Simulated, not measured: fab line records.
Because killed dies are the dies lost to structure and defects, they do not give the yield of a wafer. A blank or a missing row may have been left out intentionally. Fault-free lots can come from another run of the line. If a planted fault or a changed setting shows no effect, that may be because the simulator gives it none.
fab line records / flow gf180mcu
record lots=13 wafers=37 lastDay=34
route steps=602 shown STI@24 LVPWELL@64 POLY_GATE@174 CONTACT@292
lots with no fault: from the same line, run without faults
startH: hours from the record's first day to the start of the lot's first wafer shown / waitH: hours elapsed since this lot's preceding step / " repeats the value in the row above / L1.1+2: several wafers, shown together as one row / - no value present, or no start provided / * or withheld: withheld / < > ~ a bound
route shown NAME@n: a module of which the file shows steps, and the number in the route of the first / usual: mean/standard deviation taken from wafers without a fault / same: alike in all rows / chamber/n: place in a boat / sites: readings site by site / _std_site: how widely they spread, as a standard deviation / _edge_site: mean of outer sites minus mean of inner sites / radiusMm: how far each site lies from the wafer's centre / mask NAME#n: copy n / behind: the tool/chamber that last shaped the wafer / hold: the reason the lot was held/the length of the hold in hours/how it ended / device: which transistor (n, p or np) failed to switch / end of line: the route-end tests of the same wafers / a step without rows: its recipe alone / killed: dies that structure and defects cost at the first sort, which is not the same as the wafer's yield / map: a wafer's dies, marking killed ones x, the rest . and places with no die _
set.NAME: the setting that was run; set.NAME@STEP: the one run at that earlier step / model.NAME: the simulator's own value behind a step, which no gauge read
a sample of lots followed through the steps of the route, with each step as a table and each wafer as a row
services: from which hour (startH, from the record's first day; less than 0 if before it) a tool's chamber was out of use, for how many hours, and why
## steps
# step GF_STI_CVD_23
# recipe material=SiO2 targetThkNm=650 sigmaOpenFrac=0.3 timeS=108.3 tempC=600 sih4FlowSccm=60 pressureMtorr=6
lot.wafer=L453.3+4+6 tool=hdpcvd-02 chamber=1,1,2 startH=27.58 waitH=0.0
lot.wafer=L454.3+4+6 tool=hdpcvd-01 chamber=2,2,0 startH=35.10 waitH=0.0
lot.wafer=L458.1+3 tool=hdpcvd-02 chamber=0,2 startH=53.18 waitH=0.1
lot.wafer=L459.3+4+5 tool=hdpcvd-02 chamber=2,1,0 startH=58.45 waitH=0.0
lot.wafer=L461.1+2 tool=hdpcvd-02 chamber=1,0 startH=68.92 waitH=0.1
lot.wafer=L466.3+5+6 tool=hdpcvd-01 chamber=0,2,0 startH=95.28 waitH=0.0
lot.wafer=L467.1+3+5 tool=hdpcvd-01 chamber=1,2,0 startH=100.50 waitH=0.1
lot.wafer=L470.2+3+5 tool=hdpcvd-01 chamber=2,1,0 startH=114.66 waitH=0.0
lot.wafer=L472.3+4+6 tool=hdpcvd-01 chamber=0,1,2 startH=128.54 waitH=0.0
lot.wafer=L473.2+3+6 tool=hdpcvd-02 chamber=1,2,2 startH=134.06 waitH=0.0
lot.wafer=L474.3+5+6 tool=hdpcvd-02 chamber=0,0,1 startH=139.08 waitH=0.1
lot.wafer=L475.1+4+6 tool=hdpcvd-02 chamber=0,0,1 startH=142.66 waitH=0.1
lot.wafer=L476.3+4+6 tool=hdpcvd-01 chamber=2,1,0 startH=152.22 waitH=0.0
# step GF_STI_THK_MEAS_24
# recipe reads=SiO2_of_STI_CVD_23
# usual STI_CVD_23_THK=648/7.3
lot.wafer=L453.3 tool=filmMetro-01 chamber=- startH=27.67 waitH=0.1 STI_CVD_23_THK[nm]=649
lot.wafer=L453.4 tool=filmMetro-01 chamber=- startH=27.67 waitH=0.1 STI_CVD_23_THK[nm]=653
lot.wafer=L453.6 tool=filmMetro-01 chamber=- startH=27.67 waitH=0.1 STI_CVD_23_THK[nm]=646
lot.wafer=L454.3 tool=filmMetro-03 chamber=- startH=35.19 waitH=0.1 STI_CVD_23_THK[nm]=654
lot.wafer=L454.4 tool=filmMetro-03 chamber=- startH=35.19 waitH=0.1 STI_CVD_23_THK[nm]=660
lot.wafer=L454.6 tool=filmMetro-03 chamber=- startH=35.19 waitH=0.1 STI_CVD_23_THK[nm]=659
lot.wafer=L458.1 tool=filmMetro-03 chamber=- startH=53.26 waitH=0.0 STI_CVD_23_THK[nm]=682
lot.wafer=L458.3 tool=filmMetro-03 chamber=- startH=53.26 waitH=0.0 STI_CVD_23_THK[nm]=641
lot.wafer=L459.3 tool=filmMetro-03 chamber=- startH=58.55 waitH=0.1 STI_CVD_23_THK[nm]=645
lot.wafer=L459.4 tool=filmMetro-03 chamber=- startH=58.55 waitH=0.1 STI_CVD_23_THK[nm]=649
lot.wafer=L459.5 tool=filmMetro-03 chamber=- startH=58.55 waitH=0.1 STI_CVD_23_THK[nm]=680
lot.wafer=L461.1 tool=filmMetro-04 chamber=- startH=69.00 waitH=0.0 STI_CVD_23_THK[nm]=694
lot.wafer=L461.2 tool=filmMetro-04 chamber=- startH=69.00 waitH=0.0 STI_CVD_23_THK[nm]=649
lot.wafer=L466.3 tool=filmMetro-03 chamber=- startH=95.38 waitH=0.1 STI_CVD_23_THK[nm]=652
lot.wafer=L466.5 tool=filmMetro-03 chamber=- startH=95.38 waitH=0.1 STI_CVD_23_THK[nm]=650
lot.wafer=L466.6 tool=filmMetro-03 chamber=- startH=95.38 waitH=0.1 STI_CVD_23_THK[nm]=658
lot.wafer=L467.1 tool=filmMetro-01 chamber=- startH=100.58 waitH=0.0 STI_CVD_23_THK[nm]=644
lot.wafer=L467.3 tool=filmMetro-01 chamber=- startH=100.58 waitH=0.0 STI_CVD_23_THK[nm]=642
lot.wafer=L467.5 tool=filmMetro-01 chamber=- startH=100.58 waitH=0.0 STI_CVD_23_THK[nm]=641
lot.wafer=L470.2 tool=filmMetro-03 chamber=- startH=114.74 waitH=0.0 STI_CVD_23_THK[nm]=648
lot.wafer=L470.3 tool=filmMetro-03 chamber=- startH=114.74 waitH=0.0 STI_CVD_23_THK[nm]=658
lot.wafer=L470.5 tool=filmMetro-03 chamber=- startH=114.74 waitH=0.0 STI_CVD_23_THK[nm]=658
lot.wafer=L472.3 tool=filmMetro-04 chamber=- startH=128.63 waitH=0.1 STI_CVD_23_THK[nm]=652
lot.wafer=L472.4 tool=filmMetro-04 chamber=- startH=128.63 waitH=0.1 STI_CVD_23_THK[nm]=648
lot.wafer=L472.6 tool=filmMetro-04 chamber=- startH=128.63 waitH=0.1 STI_CVD_23_THK[nm]=648
lot.wafer=L473.2 tool=filmMetro-04 chamber=- startH=134.14 waitH=0.0 STI_CVD_23_THK[nm]=649
lot.wafer=L473.3 tool=filmMetro-04 chamber=- startH=134.14 waitH=0.0 STI_CVD_23_THK[nm]=645
lot.wafer=L473.6 tool=filmMetro-04 chamber=- startH=134.14 waitH=0.0 STI_CVD_23_THK[nm]=643
lot.wafer=L474.3 tool=filmMetro-01 chamber=- startH=139.18 waitH=0.1 STI_CVD_23_THK[nm]=636
lot.wafer=L474.5 tool=filmMetro-01 chamber=- startH=139.18 waitH=0.1 STI_CVD_23_THK[nm]=638
lot.wafer=L474.6 tool=filmMetro-01 chamber=- startH=139.18 waitH=0.1 STI_CVD_23_THK[nm]=645
lot.wafer=L475.1 tool=filmMetro-01 chamber=- startH=142.77 waitH=0.1 STI_CVD_23_THK[nm]=641
lot.wafer=L475.4 tool=filmMetro-01 chamber=- startH=142.77 waitH=0.1 STI_CVD_23_THK[nm]=638
lot.wafer=L475.6 tool=filmMetro-01 chamber=- startH=142.77 waitH=0.1 STI_CVD_23_THK[nm]=649
lot.wafer=L476.3 tool=filmMetro-04 chamber=- startH=152.31 waitH=0.1 STI_CVD_23_THK[nm]=655
lot.wafer=L476.4 tool=filmMetro-04 chamber=- startH=152.31 waitH=0.1 STI_CVD_23_THK[nm]=658
lot.wafer=L476.6 tool=filmMetro-04 chamber=- startH=152.31 waitH=0.1 STI_CVD_23_THK[nm]=663
# step GF_LVPWELL_STRIP_10
# recipe chemistry=O2/N2 powerW=1400 pressureMtorr=1500 platenTempC=250 o2FlowSccm=3000 n2FlowSccm=300 overashFraction=0.5
# usual drypumpMotorCurrentA=5.9/0.46 heaterPowerW=334/14 oesProductAu=0.723/0.0045 platenTempC=249.96/0.18 stripTimeToEndpointS=36.98/0.11
lot.wafer=L453.3 tool=plasmaAsher-01 chamber=0 startH=69.71 waitH=0.1 drypumpMotorCurrentA=6.4 heaterPowerW=335 oesProductAu=0.719 platenTempC=249.63 rfHoursCounterH=- stripTimeToEndpointS=36.76
lot.wafer=L453.4 tool=plasmaAsher-01 chamber=1 startH=69.71 waitH=0.1 drypumpMotorCurrentA=5.6 heaterPowerW=321 oesProductAu=0.722 platenTempC=249.89 rfHoursCounterH=- stripTimeToEndpointS=36.72
lot.wafer=L453.6 tool=plasmaAsher-01 chamber=0 startH=69.71 waitH=0.1 drypumpMotorCurrentA=6.4 heaterPowerW=347 oesProductAu=0.727 platenTempC=250.04 rfHoursCounterH=- stripTimeToEndpointS=36.85
lot.wafer=L454.3 tool=plasmaAsher-01 chamber=0 startH=77.41 waitH=0.1 drypumpMotorCurrentA=6.3 heaterPowerW=344 oesProductAu=0.719 platenTempC=249.96 rfHoursCounterH=- stripTimeToEndpointS=36.90
lot.wafer=L454.4 tool=plasmaAsher-01 chamber=1 startH=77.41 waitH=0.1 drypumpMotorCurrentA=5.6 heaterPowerW=321 oesProductAu=0.721 platenTempC=249.73 rfHoursCounterH=- stripTimeToEndpointS=36.85
lot.wafer=L454.6 tool=plasmaAsher-01 chamber=1 startH=77.41 waitH=0.1 drypumpMotorCurrentA=5.6 heaterPowerW=316 oesProductAu=0.712 platenTempC=249.48 rfHoursCounterH=- stripTimeToEndpointS=36.88
lot.wafer=L458.1 tool=plasmaAsher-04 chamber=0 startH=96.18 waitH=0.1 drypumpMotorCurrentA=5.5 heaterPowerW=343 oesProductAu=0.717 platenTempC=250.10 rfHoursCounterH=40 stripTimeToEndpointS=36.89
lot.wafer=L458.3 tool=plasmaAsher-04 chamber=1 startH=96.18 waitH=0.1 drypumpMotorCurrentA=6.2 heaterPowerW=358 oesProductAu=0.724 platenTempC=249.94 rfHoursCounterH=- stripTimeToEndpointS=36.85
lot.wafer=L459.3 tool=plasmaAsher-03 chamber=0 startH=101.14 waitH=0.1 drypumpMotorCurrentA=5.3 heaterPowerW=331 oesProductAu=0.717 platenTempC=249.78 rfHoursCounterH=- stripTimeToEndpointS=37.17
lot.wafer=L459.4 tool=plasmaAsher-03 chamber=1 startH=101.14 waitH=0.1 drypumpMotorCurrentA=6.5 heaterPowerW=338 oesProductAu=0.720 platenTempC=249.50 rfHoursCounterH=- stripTimeToEndpointS=37.12
lot.wafer=L459.5 tool=plasmaAsher-03 chamber=1 startH=101.14 waitH=0.1 drypumpMotorCurrentA=6.5 heaterPowerW=341 oesProductAu=0.724 platenTempC=249.84 rfHoursCounterH=- stripTimeToEndpointS=37.15
lot.wafer=L461.1 tool=plasmaAsher-01 chamber=1 startH=113.40 waitH=0.1 drypumpMotorCurrentA=5.5 heaterPowerW=321 oesProductAu=0.731 platenTempC=249.75 rfHoursCounterH=44 stripTimeToEndpointS=37.02
lot.wafer=L461.2 tool=plasmaAsher-01 chamber=0 startH=113.40 waitH=0.1 drypumpMotorCurrentA=6.4 heaterPowerW=333 oesProductAu=0.720 platenTempC=250.01 rfHoursCounterH=44 stripTimeToEndpointS=37.04
lot.wafer=L466.3 tool=plasmaAsher-03 chamber=0 startH=142.69 waitH=0.1 drypumpMotorCurrentA=5.3 heaterPowerW=320 oesProductAu=0.725 platenTempC=250.23 rfHoursCounterH=- stripTimeToEndpointS=37.01
lot.wafer=L466.5 tool=plasmaAsher-03 chamber=1 startH=142.69 waitH=0.1 drypumpMotorCurrentA=6.4 heaterPowerW=341 oesProductAu=0.725 platenTempC=250.04 rfHoursCounterH=- stripTimeToEndpointS=37.06
lot.wafer=L466.6 tool=plasmaAsher-03 chamber=0 startH=142.69 waitH=0.1 drypumpMotorCurrentA=5.3 heaterPowerW=311 oesProductAu=0.721 platenTempC=250.14 rfHoursCounterH=- stripTimeToEndpointS=37.01
lot.wafer=L467.1 tool=plasmaAsher-03 chamber=0 startH=147.63 waitH=0.1 drypumpMotorCurrentA=5.3 heaterPowerW=315 oesProductAu=0.717 platenTempC=250.12 rfHoursCounterH=37 stripTimeToEndpointS=37.04
lot.wafer=L467.3 tool=plasmaAsher-03 chamber=1 startH=147.63 waitH=0.1 drypumpMotorCurrentA=6.4 heaterPowerW=345 oesProductAu=0.727 platenTempC=250.13 rfHoursCounterH=- stripTimeToEndpointS=36.99
lot.wafer=L467.5 tool=plasmaAsher-03 chamber=1 startH=147.63 waitH=0.1 drypumpMotorCurrentA=6.4 heaterPowerW=341 oesProductAu=0.726 platenTempC=249.95 rfHoursCounterH=- stripTimeToEndpointS=37.02
lot.wafer=L470.2 tool=plasmaAsher-03 chamber=1 startH=163.65 waitH=0.1 drypumpMotorCurrentA=6.5 heaterPowerW=347 oesProductAu=0.730 platenTempC=250.14 rfHoursCounterH=38 stripTimeToEndpointS=37.06
lot.wafer=L470.3 tool=plasmaAsher-03 chamber=0 startH=163.65 waitH=0.1 drypumpMotorCurrentA=5.3 heaterPowerW=319 oesProductAu=0.715 platenTempC=250.22 rfHoursCounterH=- stripTimeToEndpointS=36.99
lot.wafer=L470.5 tool=plasmaAsher-03 chamber=1 startH=163.65 waitH=0.1 drypumpMotorCurrentA=6.4 heaterPowerW=342 oesProductAu=0.723 platenTempC=250.01 rfHoursCounterH=- stripTimeToEndpointS=37.07
lot.wafer=L472.3 tool=plasmaAsher-04 chamber=1 startH=182.51 waitH=0.1 drypumpMotorCurrentA=6.2 heaterPowerW=356 oesProductAu=0.724 platenTempC=250.01 rfHoursCounterH=- stripTimeToEndpointS=36.95
lot.wafer=L472.4 tool=plasmaAsher-04 chamber=0 startH=182.51 waitH=0.1 drypumpMotorCurrentA=5.5 heaterPowerW=336 oesProductAu=0.719 platenTempC=250.17 rfHoursCounterH=- stripTimeToEndpointS=36.96
lot.wafer=L472.6 tool=plasmaAsher-04 chamber=1 startH=182.51 waitH=0.1 drypumpMotorCurrentA=6.2 heaterPowerW=354 oesProductAu=0.734 platenTempC=250.00 rfHoursCounterH=- stripTimeToEndpointS=36.85
lot.wafer=L473.2 tool=plasmaAsher-04 chamber=1 startH=188.30 waitH=0.1 drypumpMotorCurrentA=6.2 heaterPowerW=358 oesProductAu=0.726 platenTempC=249.55 rfHoursCounterH=50 stripTimeToEndpointS=36.95
lot.wafer=L473.3 tool=plasmaAsher-04 chamber=1 startH=188.30 waitH=0.1 drypumpMotorCurrentA=6.2 heaterPowerW=357 oesProductAu=0.722 platenTempC=249.97 rfHoursCounterH=- stripTimeToEndpointS=36.87
lot.wafer=L473.6 tool=plasmaAsher-04 chamber=0 startH=188.30 waitH=0.1 drypumpMotorCurrentA=5.5 heaterPowerW=345 oesProductAu=0.724 platenTempC=250.10 rfHoursCounterH=- stripTimeToEndpointS=36.80
lot.wafer=L474.3 tool=plasmaAsher-04 chamber=0 startH=192.58 waitH=0.1 drypumpMotorCurrentA=5.5 heaterPowerW=339 oesProductAu=0.724 platenTempC=250.14 rfHoursCounterH=- stripTimeToEndpointS=37.03
lot.wafer=L474.5 tool=plasmaAsher-04 chamber=1 startH=192.58 waitH=0.1 drypumpMotorCurrentA=6.2 heaterPowerW=358 oesProductAu=0.734 platenTempC=249.75 rfHoursCounterH=- stripTimeToEndpointS=37.09
lot.wafer=L474.6 tool=plasmaAsher-04 chamber=0 startH=192.58 waitH=0.1 drypumpMotorCurrentA=5.5 heaterPowerW=339 oesProductAu=0.727 platenTempC=249.82 rfHoursCounterH=- stripTimeToEndpointS=36.99
lot.wafer=L475.1 tool=plasmaAsher-03 chamber=0 startH=196.33 waitH=0.1 drypumpMotorCurrentA=5.3 heaterPowerW=311 oesProductAu=0.724 platenTempC=250.13 rfHoursCounterH=42 stripTimeToEndpointS=37.02
lot.wafer=L475.4 tool=plasmaAsher-03 chamber=1 startH=196.33 waitH=0.1 drypumpMotorCurrentA=6.5 heaterPowerW=341 oesProductAu=0.725 platenTempC=250.16 rfHoursCounterH=- stripTimeToEndpointS=36.85
lot.wafer=L475.6 tool=plasmaAsher-03 chamber=1 startH=196.33 waitH=0.1 drypumpMotorCurrentA=6.5 heaterPowerW=340 oesProductAu=0.730 platenTempC=250.31 rfHoursCounterH=- stripTimeToEndpointS=36.86
lot.wafer=L476.3 tool=plasmaAsher-04 chamber=0 startH=204.06 waitH=0.1 drypumpMotorCurrentA=5.5 heaterPowerW=332 oesProductAu=0.723 platenTempC=250.23 rfHoursCounterH=- stripTimeToEndpointS=37.05
lot.wafer=L476.4 tool=plasmaAsher-04 chamber=1 startH=204.06 waitH=0.1 drypumpMotorCurrentA=6.2 heaterPowerW=355 oesProductAu=0.729 platenTempC=249.97 rfHoursCounterH=- stripTimeToEndpointS=37.00
lot.wafer=L476.6 tool=plasmaAsher-04 chamber=1 startH=204.06 waitH=0.1 drypumpMotorCurrentA=6.2 heaterPowerW=364 oesProductAu=0.714 platenTempC=250.14 rfHoursCounterH=- stripTimeToEndpointS=37.13
# step GF_POLY_GATE_THK_MEAS_17
# recipe reads=SiO2_of_POLY_GATE_OXIDATION_16
# usual POLY_GATE_OXIDATION_THK=4.04/0.069
lot.wafer=L453.3 tool=filmMetro-04 chamber=- startH=200.47 waitH=0.0 POLY_GATE_OXIDATION_THK[nm]=4.01
lot.wafer=L453.4 tool=filmMetro-04 chamber=- startH=200.47 waitH=0.0 POLY_GATE_OXIDATION_THK[nm]=3.94
lot.wafer=L453.6 tool=filmMetro-04 chamber=- startH=200.47 waitH=0.0 POLY_GATE_OXIDATION_THK[nm]=4.01
lot.wafer=L454.3 tool=filmMetro-03 chamber=- startH=209.53 waitH=0.0 POLY_GATE_OXIDATION_THK[nm]=4.04
lot.wafer=L454.4 tool=filmMetro-03 chamber=- startH=209.53 waitH=0.0 POLY_GATE_OXIDATION_THK[nm]=4.04
lot.wafer=L454.6 tool=filmMetro-03 chamber=- startH=209.53 waitH=0.0 POLY_GATE_OXIDATION_THK[nm]=4.02
lot.wafer=L458.1 tool=filmMetro-02 chamber=- startH=232.78 waitH=0.0 POLY_GATE_OXIDATION_THK[nm]=4.04
lot.wafer=L458.3 tool=filmMetro-02 chamber=- startH=232.78 waitH=0.0 POLY_GATE_OXIDATION_THK[nm]=4.01
lot.wafer=L459.3 tool=filmMetro-02 chamber=- startH=236.37 waitH=0.0 POLY_GATE_OXIDATION_THK[nm]=4.10
lot.wafer=L459.4 tool=filmMetro-02 chamber=- startH=236.37 waitH=0.0 POLY_GATE_OXIDATION_THK[nm]=4.09
lot.wafer=L459.5 tool=filmMetro-02 chamber=- startH=236.37 waitH=0.0 POLY_GATE_OXIDATION_THK[nm]=4.05
lot.wafer=L461.1 tool=filmMetro-02 chamber=- startH=255.73 waitH=0.0 POLY_GATE_OXIDATION_THK[nm]=4.01
lot.wafer=L461.2 tool=filmMetro-02 chamber=- startH=255.73 waitH=0.0 POLY_GATE_OXIDATION_THK[nm]=4.05
lot.wafer=L466.3 tool=filmMetro-04 chamber=- startH=291.24 waitH=0.0 POLY_GATE_OXIDATION_THK[nm]=3.95
lot.wafer=L466.5 tool=filmMetro-04 chamber=- startH=291.24 waitH=0.0 POLY_GATE_OXIDATION_THK[nm]=4.02
lot.wafer=L466.6 tool=filmMetro-04 chamber=- startH=291.24 waitH=0.0 POLY_GATE_OXIDATION_THK[nm]=4.00
lot.wafer=L467.1 tool=filmMetro-04 chamber=- startH=296.66 waitH=0.0 POLY_GATE_OXIDATION_THK[nm]=4.07
lot.wafer=L467.3 tool=filmMetro-04 chamber=- startH=296.66 waitH=0.0 POLY_GATE_OXIDATION_THK[nm]=4.05
lot.wafer=L467.5 tool=filmMetro-04 chamber=- startH=296.66 waitH=0.0 POLY_GATE_OXIDATION_THK[nm]=4.09
lot.wafer=L470.2 tool=filmMetro-02 chamber=- startH=319.08 waitH=0.0 POLY_GATE_OXIDATION_THK[nm]=4.02
lot.wafer=L470.3 tool=filmMetro-02 chamber=- startH=319.08 waitH=0.0 POLY_GATE_OXIDATION_THK[nm]=4.01
lot.wafer=L470.5 tool=filmMetro-02 chamber=- startH=319.08 waitH=0.0 POLY_GATE_OXIDATION_THK[nm]=4.05
lot.wafer=L472.3 tool=filmMetro-04 chamber=- startH=338.88 waitH=0.0 POLY_GATE_OXIDATION_THK[nm]=4.08
lot.wafer=L472.4 tool=filmMetro-04 chamber=- startH=338.88 waitH=0.0 POLY_GATE_OXIDATION_THK[nm]=4.14
lot.wafer=L472.6 tool=filmMetro-04 chamber=- startH=338.88 waitH=0.0 POLY_GATE_OXIDATION_THK[nm]=4.02
lot.wafer=L473.2 tool=filmMetro-04 chamber=- startH=349.96 waitH=0.0 POLY_GATE_OXIDATION_THK[nm]=4.06
lot.wafer=L473.3 tool=filmMetro-04 chamber=- startH=349.96 waitH=0.0 POLY_GATE_OXIDATION_THK[nm]=4.18
lot.wafer=L473.6 tool=filmMetro-04 chamber=- startH=349.96 waitH=0.0 POLY_GATE_OXIDATION_THK[nm]=4.10
lot.wafer=L474.3 tool=filmMetro-03 chamber=- startH=354.60 waitH=0.0 POLY_GATE_OXIDATION_THK[nm]=4.22
lot.wafer=L474.5 tool=filmMetro-03 chamber=- startH=354.60 waitH=0.0 POLY_GATE_OXIDATION_THK[nm]=4.09
lot.wafer=L474.6 tool=filmMetro-03 chamber=- startH=354.60 waitH=0.0 POLY_GATE_OXIDATION_THK[nm]=4.15
lot.wafer=L475.1 tool=filmMetro-03 chamber=- startH=364.29 waitH=0.0 POLY_GATE_OXIDATION_THK[nm]=4.04
lot.wafer=L475.4 tool=filmMetro-03 chamber=- startH=364.29 waitH=0.0 POLY_GATE_OXIDATION_THK[nm]=4.13
lot.wafer=L475.6 tool=filmMetro-03 chamber=- startH=364.29 waitH=0.0 POLY_GATE_OXIDATION_THK[nm]=4.12
lot.wafer=L476.3 tool=filmMetro-04 chamber=- startH=374.03 waitH=0.0 POLY_GATE_OXIDATION_THK[nm]=3.98
lot.wafer=L476.4 tool=filmMetro-04 chamber=- startH=374.03 waitH=0.0 POLY_GATE_OXIDATION_THK[nm]=4.02
lot.wafer=L476.6 tool=filmMetro-04 chamber=- startH=374.03 waitH=0.0 POLY_GATE_OXIDATION_THK[nm]=3.94
# step GF_CONTACT_BOW_MEAS_05
# recipe mode=bow
# usual CONTACT_BOW=65/6.9
lot.wafer=L453.3 tool=filmMetro-02 chamber=- startH=341.40 waitH=0.3 CONTACT_BOW[um]=68
lot.wafer=L453.4 tool=filmMetro-02 chamber=- startH=341.40 waitH=0.3 CONTACT_BOW[um]=54
lot.wafer=L453.6 tool=filmMetro-02 chamber=- startH=341.40 waitH=0.3 CONTACT_BOW[um]=71
lot.wafer=L454.3 tool=filmMetro-02 chamber=- startH=352.57 waitH=0.2 CONTACT_BOW[um]=60
lot.wafer=L454.4 tool=filmMetro-02 chamber=- startH=352.57 waitH=0.2 CONTACT_BOW[um]=55
lot.wafer=L454.6 tool=filmMetro-02 chamber=- startH=352.57 waitH=0.2 CONTACT_BOW[um]=68
lot.wafer=L458.1 tool=filmMetro-01 chamber=- startH=381.37 waitH=0.1 CONTACT_BOW[um]=66
lot.wafer=L458.3 tool=filmMetro-01 chamber=- startH=381.37 waitH=0.1 CONTACT_BOW[um]=65
lot.wafer=L459.3 tool=filmMetro-04 chamber=- startH=386.04 waitH=0.3 CONTACT_BOW[um]=62
lot.wafer=L459.4 tool=filmMetro-04 chamber=- startH=386.04 waitH=0.3 CONTACT_BOW[um]=65
lot.wafer=L459.5 tool=filmMetro-04 chamber=- startH=386.04 waitH=0.3 CONTACT_BOW[um]=66
lot.wafer=L461.1 tool=filmMetro-02 chamber=- startH=410.40 waitH=0.2 CONTACT_BOW[um]=62
lot.wafer=L461.2 tool=filmMetro-02 chamber=- startH=410.40 waitH=0.2 CONTACT_BOW[um]=62
lot.wafer=L466.3 tool=filmMetro-01 chamber=- startH=450.28 waitH=0.2 CONTACT_BOW[um]=70
lot.wafer=L466.5 tool=filmMetro-01 chamber=- startH=450.28 waitH=0.2 CONTACT_BOW[um]=69
lot.wafer=L466.6 tool=filmMetro-01 chamber=- startH=450.28 waitH=0.2 CONTACT_BOW[um]=63
lot.wafer=L467.1 tool=filmMetro-01 chamber=- startH=457.34 waitH=0.1 CONTACT_BOW[um]=61
lot.wafer=L467.3 tool=filmMetro-01 chamber=- startH=457.34 waitH=0.1 CONTACT_BOW[um]=62
lot.wafer=L467.5 tool=filmMetro-01 chamber=- startH=457.34 waitH=0.1 CONTACT_BOW[um]=62
lot.wafer=L470.2 tool=filmMetro-02 chamber=- startH=485.51 waitH=0.2 CONTACT_BOW[um]=54
lot.wafer=L470.3 tool=filmMetro-02 chamber=- startH=485.51 waitH=0.2 CONTACT_BOW[um]=58
lot.wafer=L470.5 tool=filmMetro-02 chamber=- startH=485.51 waitH=0.2 CONTACT_BOW[um]=63
lot.wafer=L472.3 tool=filmMetro-01 chamber=- startH=505.05 waitH=0.2 CONTACT_BOW[um]=65
lot.wafer=L472.4 tool=filmMetro-01 chamber=- startH=505.05 waitH=0.2 CONTACT_BOW[um]=68
lot.wafer=L472.6 tool=filmMetro-01 chamber=- startH=505.05 waitH=0.2 CONTACT_BOW[um]=67
lot.wafer=L473.2 tool=filmMetro-04 chamber=- startH=517.23 waitH=0.3 CONTACT_BOW[um]=57
lot.wafer=L473.3 tool=filmMetro-04 chamber=- startH=517.23 waitH=0.3 CONTACT_BOW[um]=56
lot.wafer=L473.6 tool=filmMetro-04 chamber=- startH=517.23 waitH=0.3 CONTACT_BOW[um]=70
lot.wafer=L474.3 tool=filmMetro-04 chamber=- startH=521.39 waitH=0.3 CONTACT_BOW[um]=72
lot.wafer=L474.5 tool=filmMetro-04 chamber=- startH=521.39 waitH=0.3 CONTACT_BOW[um]=56
lot.wafer=L474.6 tool=filmMetro-04 chamber=- startH=521.39 waitH=0.3 CONTACT_BOW[um]=66
lot.wafer=L475.1 tool=filmMetro-02 chamber=- startH=532.95 waitH=0.1 CONTACT_BOW[um]=65
lot.wafer=L475.4 tool=filmMetro-02 chamber=- startH=532.95 waitH=0.1 CONTACT_BOW[um]=77
lot.wafer=L475.6 tool=filmMetro-02 chamber=- startH=532.95 waitH=0.1 CONTACT_BOW[um]=68
lot.wafer=L476.3 tool=filmMetro-04 chamber=- startH=542.60 waitH=0.1 CONTACT_BOW[um]=72
lot.wafer=L476.4 tool=filmMetro-04 chamber=- startH=542.60 waitH=0.1 CONTACT_BOW[um]=61
lot.wafer=L476.6 tool=filmMetro-04 chamber=- startH=542.60 waitH=0.1 CONTACT_BOW[um]=51
## services
tool=plasmaAsher-03 chamber=- startH=35.06 hours=2.8 kind=pm
tool=plasmaAsher-04 chamber=- startH=43.52 hours=1.2 kind=repair
tool=hdpcvd-02 chamber=1 startH=112.04 hours=2.1 kind=repair
tool=hdpcvd-01 chamber=1 startH=117.08 hours=3.5 kind=repair
tool=hdpcvd-02 chamber=2 startH=138.07 hours=6.7 kind=repair
tool=hdpcvd-01 chamber=- startH=143.41 hours=6.0 kind=pm
tool=plasmaAsher-03 chamber=- startH=151.24 hours=1.9 kind=repair
tool=hdpcvd-01 chamber=0 startH=198.25 hours=6.0 kind=repair
## key
firstSign step=GF_STI_THK_MEAS_24 reading=STI_CVD_23_THK direction=up sigmas=5.1 usual=648 struck=686
effect none on later readings
metAt GF_STI_CVD_23
struckLots L458,L459,L461
struckWafers L458.1,L459.5,L461.1
testerLeftOut L458,L459,L461
notActingAt GF_LVPWELL_STRIP_10,GF_POLY_GATE_THK_MEAS_17,GF_CONTACT_BOW_MEAS_05
onsetBetween 27.58 53.18
fault kind=processParameterDrift tool=hdpcvd-02 chamber=- onsetH=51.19 steps=GF_STI_CVD_23 channel=targetThkNm offset=42.263 shape=step endH=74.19 scope=struckWafersOnly actsIn=theseRecipesOnly stated=650
# testerLeftOut: of these lots the tester's yield and bins aren't shown, on N5 and GAA mostly nor the transistor test; their killed dies are dies lost to structure and defects alone, not to doping, threshold or leakage, so they don't give the yield
